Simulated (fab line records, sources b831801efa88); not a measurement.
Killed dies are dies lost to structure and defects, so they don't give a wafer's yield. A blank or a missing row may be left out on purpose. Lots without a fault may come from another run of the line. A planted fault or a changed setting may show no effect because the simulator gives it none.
Which tool did it? | flow gf180mcu | 24 lots, 72 wafers sampled, at 6 steps of a route of 602

WHAT THE GAUGES READ, wafer by wafer
GF_STI_THK_MEAS_02.
lot  | measured    | on            | STI_OXIDATION_THK (nm)
L074 | day 1 11:32 | film_metro-03 | 9.48 9.57 9.35
L075 | day 1 16:31 | film_metro-03 | 9.14 9.05 9.15
L076 | day 1 21:31 | film_metro-03 | 9.22 9.43 9.30
L077 | day 2 02:31 | film_metro-01 | 9.51 9.69 9.43
L078 | day 2 07:31 | film_metro-02 | 9.33 9.44 9.28
L079 | day 2 13:30 | film_metro-01 | 9.25 9.19 9.17
L080 | day 2 17:31 | film_metro-02 | 9.18 9.12 9.40
L081 | day 2 22:31 | film_metro-02 | 9.69 9.62 9.39
L082 | day 3 03:47 | film_metro-01 | 9.42 9.47 9.20
L083 | day 3 08:31 | film_metro-01 | 9.12 9.09 9.21
L084 | day 3 14:45 | film_metro-03 | 8.86 9.13 8.89
L085 | day 3 18:47 | film_metro-02 | 9.35 9.32 9.27
L086 | day 4 00:51 | film_metro-03 | 9.38 9.22 9.18
L087 | day 4 04:53 | film_metro-02 | 9.74 9.87 9.66
L088 | day 4 09:57 | film_metro-01 | 9.45 9.52 9.63
L089 | day 4 14:31 | film_metro-03 | 8.83 8.89 9.04
L090 | day 4 19:31 | film_metro-01 | 9.10 9.21 9.16
L091 | day 5 03:17 | film_metro-01 | 9.23 9.36 9.06
L092 | day 5 08:44 | film_metro-01 | 9.53 9.54 9.77
L093 | day 5 13:29 | film_metro-03 | 9.58 9.65 9.56
L094 | day 5 17:47 | film_metro-02 | 9.61 9.58 9.66
L095 | day 5 20:36 | film_metro-02 | 9.68 9.45 9.59
L096 | day 6 01:32 | film_metro-02 | 9.53 9.54 9.50
L097 | day 6 07:22 | film_metro-01 | 9.44 9.33 9.30

GF_VT_IMPLANT_OVL_MEAS_29.
lot  | measured     | on         | VT_IMPLANT_02_OVL (nm)
L074 | day 6 18:31  | overlay-01 | 0.0 -0.7 0.0
L075 | day 7 05:53  | overlay-02 | 0.2 0.6 0.6
L076 | day 7 09:38  | overlay-01 | 0.6 1.2 -0.6
L077 | day 7 13:36  | overlay-01 | 1.3 2.4 2.3
L078 | day 7 19:14  | overlay-02 | 2.2 1.6 1.8
L079 | day 8 05:12  | overlay-01 | -0.8 -0.5 -0.6
L080 | day 8 10:42  | overlay-02 | 2.0 0.0 -0.7
L081 | day 8 15:39  | overlay-02 | -3.1 -1.9 -2.7
L082 | day 8 22:15  | overlay-02 | -2.0 0.0 -1.1
L083 | day 9 08:31  | overlay-02 | -0.5 -1.7 -0.8
L084 | day 9 14:50  | overlay-02 | 0.0 -0.7 -0.6
L085 | day 9 21:23  | overlay-01 | 0.1 1.5 1.4
L086 | day 10 01:02 | overlay-01 | -0.3 -2.5 -1.7
L087 | day 10 16:20 | overlay-01 | 1.9 1.3 1.7
L088 | day 10 21:15 | overlay-01 | 0.0 0.2 1.4
L089 | day 11 02:04 | overlay-02 | -1.2 0.4 0.5
L090 | day 11 08:45 | overlay-02 | -0.2 -1.7 -0.9
L091 | day 11 13:34 | overlay-02 | 1.5 1.2 1.6
L092 | day 12 02:39 | overlay-02 | -0.4 -1.8 -2.2
L093 | day 12 03:17 | overlay-01 | -0.8 -0.7 -3.1
L094 | day 12 14:20 | overlay-01 | 0.3 1.1 0.1
L095 | day 12 17:40 | overlay-01 | -0.5 0.4 0.2
L096 | day 12 20:40 | overlay-02 | -2.8 -3.7 -2.4
L097 | day 13 02:54 | overlay-01 | 1.5 0.4 -0.1

GF_VT_IMPLANT_RS_MEAS_49: measures by four-point-probe.
lot  | measured     | on            | MVPSD_RS (ohm/sq)
L074 | day 7 10:49  | film_metro-03 | 1172.3 1171.2 1172.1
L075 | day 7 22:32  | film_metro-03 | 1169.5 1170.4 1173.7
L076 | day 8 02:37  | film_metro-04 | 1164.8 1161.0 1167.8
L077 | day 8 06:40  | film_metro-03 | 1163.8 1163.0 1164.5
L078 | day 8 12:11  | film_metro-03 | 1173.9 1172.9 1171.6
L079 | day 8 22:48  | film_metro-02 | 1169.1 1168.1 1170.4
L080 | day 9 04:31  | film_metro-03 | 1169.2 1169.2 1170.7
L081 | day 9 09:20  | film_metro-03 | 1170.4 1173.0 1166.8
L082 | day 9 16:40  | film_metro-02 | 1166.9 1164.4 1166.9
L083 | day 10 02:13 | film_metro-04 | 1169.6 1168.0 1166.2
L084 | day 10 09:52 | film_metro-03 | 1167.3 1169.8 1168.2
L085 | day 10 16:25 | film_metro-02 | 1171.1 1167.0 1171.4
L086 | day 10 20:07 | film_metro-02 | 1169.0 1171.7 1166.7
L087 | day 11 11:24 | film_metro-02 | 1170.9 1171.9 1168.0
L088 | day 11 16:36 | film_metro-02 | 1166.1 1168.3 1170.2
L089 | day 11 21:32 | film_metro-04 | 1168.4 1170.0 1171.4
L090 | day 12 04:46 | film_metro-02 | 1164.8 1166.6 1164.6
L091 | day 12 10:12 | film_metro-04 | 1167.8 1168.3 1165.4
L092 | day 12 23:22 | film_metro-04 | 1171.0 1167.7 1169.0
L093 | day 13 00:16 | film_metro-03 | 1166.6 1167.9 1165.2
L094 | day 13 11:01 | film_metro-04 | 1167.0 1165.8 1166.2
L095 | day 13 14:13 | film_metro-03 | 1172.3 1173.5 1172.2
L096 | day 13 17:46 | film_metro-02 | 1164.1 1166.6 1162.9
L097 | day 14 00:09 | film_metro-03 | 1166.5 1161.8 1167.9

GF_HV_LDD_THK_MEAS_55.
lot  | measured     | on            | HV_LDD_CVD_54_THK (nm)
L074 | day 12 05:37 | film_metro-03 | 9.98 10.00 9.81
L075 | day 12 19:05 | film_metro-02 | 10.02 9.98 9.92
L076 | day 13 01:41 | film_metro-03 | 10.03 10.00 10.09
L077 | day 13 06:35 | film_metro-02 | 9.79 9.82 9.75
L078 | day 13 12:04 | film_metro-03 | 9.76 9.86 9.77
L079 | day 14 04:49 | film_metro-03 | 10.00 9.97 10.08
L080 | day 14 07:19 | film_metro-04 | 10.14 10.06 10.11
L081 | day 14 15:30 | film_metro-04 | 9.92 9.90 10.03
L082 | day 15 00:31 | film_metro-02 | 10.09 10.13 10.28
L083 | day 15 10:07 | film_metro-02 | 9.82 9.93 10.11
L084 | day 15 19:19 | film_metro-03 | 9.99 9.92 9.88
L085 | day 16 04:44 | film_metro-03 | 9.69 9.71 9.84
L086 | day 16 07:40 | film_metro-04 | 9.97 9.99 10.15
L087 | day 17 00:55 | film_metro-04 | 10.11 10.05 10.02
L088 | day 17 10:33 | film_metro-04 | 9.96 10.02 9.85
L089 | day 17 15:07 | film_metro-03 | 10.17 10.03 10.16
L090 | day 17 23:19 | film_metro-04 | 9.77 9.71 9.82
L091 | day 18 07:58 | film_metro-03 | 10.05 10.12 10.11
L092 | day 18 20:54 | film_metro-02 | 9.89 9.73 9.84
L093 | day 19 01:04 | film_metro-04 | 10.02 9.99 10.09
L094 | day 19 12:17 | film_metro-02 | 10.33 10.34 10.42
L095 | day 19 17:22 | film_metro-03 | 9.81 9.94 9.89
L096 | day 19 19:53 | film_metro-03 | 9.85 9.95 10.08
L097 | day 20 04:04 | film_metro-04 | 9.78 9.78 9.65

WHICH TOOL RAN EACH LOT (tool, then ch and the chambers of the sampled wafers, then the start)
lot  | GF_POLY_GATE_ETCH_12               | GF_HV_LDD_STRIP_10
L074 | rie_diel-04 ch 2,3, day 9 00:41    | plasma_asher-01 ch 0,1, day 9 19:35
L075 | rie_diel-03 ch 1,3, day 9 13:21    | plasma_asher-02 ch 0,1, day 10 09:35
L076 | rie_diel-04 ch 2,3, day 9 17:41    | plasma_asher-03 ch 0,1, day 10 14:14
L077 | rie_diel-01 ch 0,1,3, day 9 21:54  | plasma_asher-01 ch 0,1, day 10 17:41
L078 | rie_diel-03 ch 0,1,3, day 10 04:17 | plasma_asher-03 ch 0,1, day 11 00:28
L079 | rie_diel-01 ch 0,2,3, day 10 17:09 | plasma_asher-03 ch 0,1, day 11 14:31
L080 | rie_diel-03 ch 0,2,3, day 10 20:59 | plasma_asher-01 ch 0,1, day 11 17:11
L081 | rie_diel-01 ch 0,1,2, day 11 03:09 | plasma_asher-03 ch 0,1, day 12 00:10
L082 | rie_diel-01 ch 1,3, day 11 10:12   | plasma_asher-01 ch 0,1, day 12 08:17
L083 | rie_diel-03 ch 0,1,2, day 11 20:59 | plasma_asher-01 ch 0,1, day 12 18:05
L084 | rie_diel-03 ch 1,2, day 12 04:45   | plasma_asher-01 ch 0,1, day 13 01:58
L085 | rie_diel-01 ch 0,1,3, day 12 11:01 | plasma_asher-01 ch 0,1, day 13 10:20
L086 | rie_diel-03 ch 0,1,3, day 12 15:37 | plasma_asher-03 ch 0,1, day 13 13:59
L087 | rie_diel-01 ch 1,3, day 13 07:51   | plasma_asher-01 ch 0, day 14 05:28
L088 | rie_diel-03 ch 0,1,3, day 13 15:19 | plasma_asher-03 ch 0,1, day 14 14:23
L089 | rie_diel-01 ch 0,1,2, day 13 18:46 | plasma_asher-03 ch 0,1, day 14 18:05
L090 | rie_diel-04 ch 1,2,3, day 14 02:46 | plasma_asher-01 ch 0,1, day 15 01:44
L091 | rie_diel-03 ch 0,2,3, day 14 08:31 | plasma_asher-03 ch 0,1, day 15 07:38
L092 | rie_diel-03 ch 0,2,3, day 14 21:59 | plasma_asher-02 ch 0,1, day 15 21:10
L093 | rie_diel-01 ch 0,1,2, day 15 00:49 | plasma_asher-01 ch 0, day 16 00:50
L094 | rie_diel-04 ch 1,2, day 15 11:25   | plasma_asher-02 ch 0,1, day 16 11:13
L095 | rie_diel-04 ch 0,1,2, day 15 15:57 | plasma_asher-03 ch 0,1, day 16 16:55
L096 | rie_diel-01 ch 1,2,3, day 15 16:55 | plasma_asher-02 ch 0,1, day 16 17:43
L097 | rie_diel-04 ch 1,2,3, day 16 01:38 | plasma_asher-01 ch 0,1, day 17 01:59
- GF_POLY_GATE_ETCH_12: etches BARC in N2/H2.
- GF_HV_LDD_STRIP_10: strips in O2/N2.

WHAT THE TOOLS THEMSELVES READ (means of the sampled wafers that have a number; where no wafer has one, the mark that the record gives instead)
GF_POLY_GATE_ETCH_12.
lot  | tool        | drypump_motor_current_A (A) | oes_product_au (a.u.) | throttle_valve_pct (%)
L074 | rie_diel-04 | 5.5                         | 0.733                 | 13.215
L075 | rie_diel-03 | 5.1                         | 0.739                 | 13.219
L076 | rie_diel-04 | 5.5                         | 0.732                 | 13.219
L077 | rie_diel-01 | 5.8                         | 0.731                 | 13.211
L078 | rie_diel-03 | 5.3                         | 0.732                 | 13.212
L079 | rie_diel-01 | 5.9                         | 0.735                 | 13.213
L080 | rie_diel-03 | 5.4                         | 0.732                 | 13.215
L081 | rie_diel-01 | 5.8                         | 0.737                 | 13.212
L082 | rie_diel-01 | 6.3                         | 0.732                 | 13.215
L083 | rie_diel-03 | 5.5                         | 0.734                 | 13.227
L084 | rie_diel-03 | 5.4                         | 0.737                 | 13.213
L085 | rie_diel-01 | 5.8                         | 0.736                 | 13.207
L086 | rie_diel-03 | 5.3                         | 0.736                 | 13.217
L087 | rie_diel-01 | 6.3                         | 0.742                 | 13.216
L088 | rie_diel-03 | 5.3                         | 0.740                 | 13.217
L089 | rie_diel-01 | 5.8                         | 0.737                 | 13.219
L090 | rie_diel-04 | 5.5                         | 0.733                 | 13.215
L091 | rie_diel-03 | 5.4                         | 0.733                 | 13.214
L092 | rie_diel-03 | 5.4                         | 0.731                 | 13.207
L093 | rie_diel-01 | 5.8                         | 0.733                 | 13.216
L094 | rie_diel-04 | 5.5                         | 0.733                 | 13.222
L095 | rie_diel-04 | 5.9                         | 0.736                 | 13.214
L096 | rie_diel-01 | 6.3                         | 0.736                 | 13.222
L097 | rie_diel-04 | 5.5                         | 0.734                 | 13.219

GF_HV_LDD_STRIP_10.
lot  | tool            | drypump_motor_current_A (A) | heater_power_w (W) | oes_product_au (a.u.) | strip_time_to_endpoint_s (s)
L074 | plasma_asher-01 | 5.5                         | 343                | 0.710                 | 12.61
L075 | plasma_asher-02 | 5.9                         | 330                | 0.712                 | 12.63
L076 | plasma_asher-03 | 5.8                         | 330                | 0.721                 | 12.63
L077 | plasma_asher-01 | 5.2                         | 354                | 0.720                 | 12.67
L078 | plasma_asher-03 | 5.5                         | 309                | 0.714                 | 12.63
L079 | plasma_asher-03 | 5.5                         | 309                | 0.716                 | 12.62
L080 | plasma_asher-01 | 5.2                         | 352                | 0.717                 | 12.67
L081 | plasma_asher-03 | 5.8                         | 330                | 0.715                 | 12.67
L082 | plasma_asher-01 | 5.5                         | 338                | 0.716                 | 12.67
L083 | plasma_asher-01 | 5.2                         | 358                | 0.714                 | 12.62
L084 | plasma_asher-01 | 5.2                         | 352                | 0.719                 | 12.63
L085 | plasma_asher-01 | 5.2                         | 352                | 0.718                 | 12.67
L086 | plasma_asher-03 | 5.5                         | 305                | 0.718                 | 12.62
L087 | plasma_asher-01 | 4.9                         | 364                | 0.718                 | 12.64
L088 | plasma_asher-03 | 5.8                         | 322                | 0.718                 | 12.64
L089 | plasma_asher-03 | 5.5                         | 308                | 0.712                 | 12.66
L090 | plasma_asher-01 | 5.2                         | 355                | 0.717                 | 12.70
L091 | plasma_asher-03 | 5.5                         | 308                | 0.719                 | 12.60
L092 | plasma_asher-02 | 6.0                         | 334                | 0.716                 | 12.63
L093 | plasma_asher-01 | 4.9                         | 361                | 0.711                 | 12.63
L094 | plasma_asher-02 | 6.0                         | 333                | 0.716                 | 12.64
L095 | plasma_asher-03 | 5.5                         | 304                | 0.716                 | 12.63
L096 | plasma_asher-02 | 6.1                         | 339                | 0.716                 | 12.65
L097 | plasma_asher-01 | 5.2                         | 352                | 0.712                 | 12.57

THE ANSWER, worked out from the rows above alone
Rule: what is usual is taken from the lots themselves. Put in order of their means at a reading, lots are off if they are a third of the lots or fewer, leave a main group of 4 or more, and stand apart from it by a gap of 3 or more times the standard deviation of the main group's means; of several such gaps the widest counts. A main group whose means are all the same, to the digits that the tables above print for the reading, isn't used. A lot without any number at a reading at which 4 lots or more have one is off too. The other lots that the step has rows for count as sound. The gauges are gone through in route order, then the tools' own readings, and for those a lot's mean is taken as printed above. The first step at which some lot is off is used, and at that step the reading that is off furthest; a lot without a number counts as furthest.
No lot is off at any reading shown: from this, nothing can be told.

WHAT THE SIMULATOR HAD PUT IN
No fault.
